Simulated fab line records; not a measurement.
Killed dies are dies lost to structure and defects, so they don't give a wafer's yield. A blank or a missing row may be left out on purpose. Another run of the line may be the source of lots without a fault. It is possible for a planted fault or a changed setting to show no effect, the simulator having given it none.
Which of the tools did it? -- flow gf180mcu -- Sampling: 11 lots, 33 wafers, 6 of 602 route steps

WHAT THE GAUGES SHOWED, per wafer
GF_V1_BOW_MEAS_05. Usual: for V1_BOW the level is 82 um and the standard deviation is 7.7.
lot,measured,on,V1_BOW (um),flag
L369,day 16 21:19,film_metro-01,96 87 91,
L372,day 17 23:29,film_metro-01,91 87 82 - - -,
L374,day 18 19:22,film_metro-01,84 93 94 - - -,
L381,day 21 19:52,film_metro-01,78 73 82,
L382,day 22 06:12,film_metro-01,87 90 82,
L385,day 23 12:04,film_metro-01,87 88 64,
L387,day 23 22:48,film_metro-01,72 77 80,
L389,day 24 07:27,film_metro-01,83 86 84,
L390,day 24 17:01,film_metro-04,83 73 89,
L392,day 25 03:11,film_metro-02,66 87 78,
L391,day 25 06:58,film_metro-01,85 82 93,

GF_V2_THK_MEAS_01. Usual: for V2_CVD_00_THK the level is 603 nm and the standard deviation is 6.6.
lot,measured,on,V2_CVD_00_THK (nm),flag
L369,day 18 21:59,film_metro-03,604 602 596,
L372,day 20 00:49,film_metro-04,599 603 596,
L374,day 20 22:16,film_metro-02,601 590 603,
L381,day 23 20:37,film_metro-02,605 606 603,
L382,day 24 05:25,film_metro-02,618 601 599,
L385,day 25 09:41,film_metro-02,599 590 606,
L387,day 25 20:10,film_metro-02,599 602 603,
L389,day 26 05:10,film_metro-02,604 601 606,
L390,day 26 15:01,film_metro-04,591 608 600,
L392,day 26 23:49,film_metro-03,621 613 604,
L391,day 27 04:10,film_metro-03,598 598 602,

WHICH TOOL RAN EACH LOT (tool, then ch and the chambers of the sampled wafers, then the start)
lot,GF_V1_CMP_04,GF_V1_ETCH_17,GF_M2_SPUTTER_00,GF_M2_METAL_ETCH_16
L369,"cmp-01 ch 0,3, day 16 20:59","rie_diel-01 ch 1,2, day 17 21:56 or earlier","pvd_sputter-02, day 17 21:56","rie_metal-03 ch 0,1, day 18 21:13"
L372,"cmp-01 ch 0,1,3, day 17 23:17","rie_diel-04 ch 1,2,3, day 18 23:21 or earlier","pvd_sputter-04, day 18 23:21","rie_metal-03 ch 0,1, day 19 23:56"
L374,"cmp-01 ch 0,1,3, day 18 19:07","rie_diel-01 ch 1,2,3, day 19 21:22 or earlier","pvd_sputter-02, day 19 21:22","rie_metal-02 ch 0,1, day 20 21:31"
L381,"cmp-02 ch 0,3, day 21 19:37","rie_diel-04 ch 1,2, day 22 20:52 or earlier","pvd_sputter-03, day 22 20:52","rie_metal-02 ch 0,1, day 23 19:47"
L382,"cmp-02 ch 0,1,2, day 22 06:00","rie_diel-02 ch 1,2, day 23 06:16 or earlier","pvd_sputter-04, day 23 06:16","rie_metal-01 ch 0,1, day 24 04:38"
L385,"cmp-01 ch 0,2,3, day 23 11:46","rie_diel-04 ch 0,1,3, day 24 11:16 or earlier","pvd_sputter-02, day 24 11:16","rie_metal-02 ch 0,1, day 25 08:56"
L387,"cmp-01 ch 0,2,3, day 23 22:29","rie_diel-01 ch 1,2,3, day 24 22:09 or earlier","pvd_sputter-03, day 24 22:09","rie_metal-03 ch 0,1, day 25 19:25"
L389,"cmp-01 ch 0,3, day 24 07:12","rie_diel-01 ch 0,1, day 25 06:30 or earlier","pvd_sputter-02, day 25 06:30","rie_metal-03 ch 0,1, day 26 04:26"
L390,"cmp-01 ch 2,3, day 24 16:44","rie_diel-01 ch 0,1,2, day 25 16:32 or earlier","pvd_sputter-04, day 25 16:32","rie_metal-02 ch 0,1, day 26 14:16"
L392,"cmp-01 ch 0,2,3, day 25 02:58","rie_diel-02 ch 0,1,3, day 26 02:19 or earlier","pvd_sputter-02, day 26 02:19","rie_metal-03 ch 1, day 26 22:59"
L391,"cmp-02 ch 0,1,2, day 25 06:40","rie_diel-04 ch 0,1,2, day 26 05:58 or earlier","pvd_sputter-02, day 26 05:58","rie_metal-02 ch 0,1, day 27 03:27"
- GF_V1_CMP_04: polishes SiO2.
- GF_V1_ETCH_17: etches SiO2 in C4F8/O2/Ar, stops on TiN, target depth 630 nm.
- GF_M2_SPUTTER_00: material Ti, target thk 37.5 nm, time 150 s.
- GF_M2_METAL_ETCH_16: etches the open film in Cl2/BCl3, stops on SiO2, target depth 750.8 nm, time 125.1 s.

AS READ BY THE TOOLS THEMSELVES (means over the sampled wafers that have a number; for cases with no such wafer, the mark the record gives instead)
GF_V1_CMP_04. Usual: motor_current_A 12.7 A, standard deviation 1.4; time_to_endpoint_s 82 s, standard deviation 5.
lot,tool,motor_current_A (A),time_to_endpoint_s (s),flag
L369,cmp-01,12.1,80,
L372,cmp-01,12.7,62,OFF
L374,cmp-01,13.0,61,OFF
L381,cmp-02,11.4,81,
L382,cmp-02,13.5,75,
L385,cmp-01,13.2,78,
L387,cmp-01,13.1,82,
L389,cmp-01,13.1,84,
L390,cmp-01,12.5,85,
L392,cmp-01,13.3,79,
L391,cmp-02,13.2,85,

GF_V1_ETCH_17. Usual: oes_product_au 0.856 a.u., standard deviation 0.0042; rf_fwd_power_W 1494 W, standard deviation 4.9.
lot,tool,oes_product_au (a.u.),rf_fwd_power_W (W),flag
L369,rie_diel-01,0.857,1492,
L372,rie_diel-04,0.895,1493,OFF
L374,rie_diel-01,0.896,1496,OFF
L381,rie_diel-04,0.856,1493,
L382,rie_diel-02,0.857,1494,
L385,rie_diel-04,0.853,1501,
L387,rie_diel-01,0.856,1490,
L389,rie_diel-01,0.853,1494,
L390,rie_diel-01,0.856,1494,
L392,rie_diel-02,0.860,1493,
L391,rie_diel-04,0.855,1494,

GF_M2_SPUTTER_00. Usual: cathode_dc_power_W 4000.0 W, standard deviation 0.74; throttle_valve_pct 29.8 %, standard deviation 1.2.
lot,tool,cathode_dc_power_W (W),throttle_valve_pct (%),flag
L369,pvd_sputter-02,3999.9,28.8,
L372,pvd_sputter-04,3999.9,29.9,
L374,pvd_sputter-02,4000.3,29.3,
L381,pvd_sputter-03,4000.2,29.0,
L382,pvd_sputter-04,4000.0,30.2,
L385,pvd_sputter-02,3999.2,29.1,
L387,pvd_sputter-03,3999.3,29.5,
L389,pvd_sputter-02,4000.6,28.4,
L390,pvd_sputter-04,3999.1,29.9,
L392,pvd_sputter-02,4000.1,30.3,
L391,pvd_sputter-02,4000.1,29.3,

GF_M2_METAL_ETCH_16. Usual: bcl3_flow_sccm 40.00 sccm, standard deviation 0.12; drypump_motor_current_A 5.6 A, standard deviation 0.4; oes_product_au 0.990 a.u., standard deviation 0.0066; rf_fwd_power_W 795.6 W, standard deviation 2.6; throttle_valve_pct 28.230 %, standard deviation 0.011.
lot,tool,bcl3_flow_sccm (sccm),drypump_motor_current_A (A),oes_product_au (a.u.),rf_fwd_power_W (W),throttle_valve_pct (%),flag
L369,rie_metal-03,39.86,5.8,0.994,791.4,28.223,
L372,rie_metal-03,40.08,5.8,0.993,794.8,28.227,
L374,rie_metal-02,40.01,5.3,0.996,797.1,28.238,
L381,rie_metal-02,40.02,5.1,0.996,798.6,28.221,
L382,rie_metal-01,39.96,6.0,0.996,795.2,28.227,
L385,rie_metal-02,39.86,5.1,1.000,795.6,28.219,
L387,rie_metal-03,40.09,5.8,0.979,795.8,28.242,
L389,rie_metal-03,39.94,5.8,0.986,798.6,28.242,
L390,rie_metal-02,40.12,5.3,0.994,797.0,28.232,
L392,rie_metal-03,39.80,5.8,0.980,795.1,28.244,
L391,rie_metal-02,40.00,5.1,0.992,795.2,28.227,

THE ANSWER, worked out from the rows above alone
Rule: a lot is off if the mean of its wafers that have a number lies more than 3 standard deviations from the usual mean. A lot without any number at a reading at which 4 lots or more have one is off too. All remaining lots with rows at the step are treated as sound. The gauges are gone through in route order, then the tools' own readings, and for those a lot's mean is taken as printed above. At the first step where some lot is off, the reading lying furthest off is the one used; lots without a number count as furthest.
Off, at GF_V1_CMP_04 on time_to_endpoint_s: L372, L374.
A tool fits if, at that step or a process step before it, it ran every lot that is off, and no sound lot after the first of them. Not one of the candidates tried fits.

WHAT HAD BEEN PUT IN BY THE SIMULATOR
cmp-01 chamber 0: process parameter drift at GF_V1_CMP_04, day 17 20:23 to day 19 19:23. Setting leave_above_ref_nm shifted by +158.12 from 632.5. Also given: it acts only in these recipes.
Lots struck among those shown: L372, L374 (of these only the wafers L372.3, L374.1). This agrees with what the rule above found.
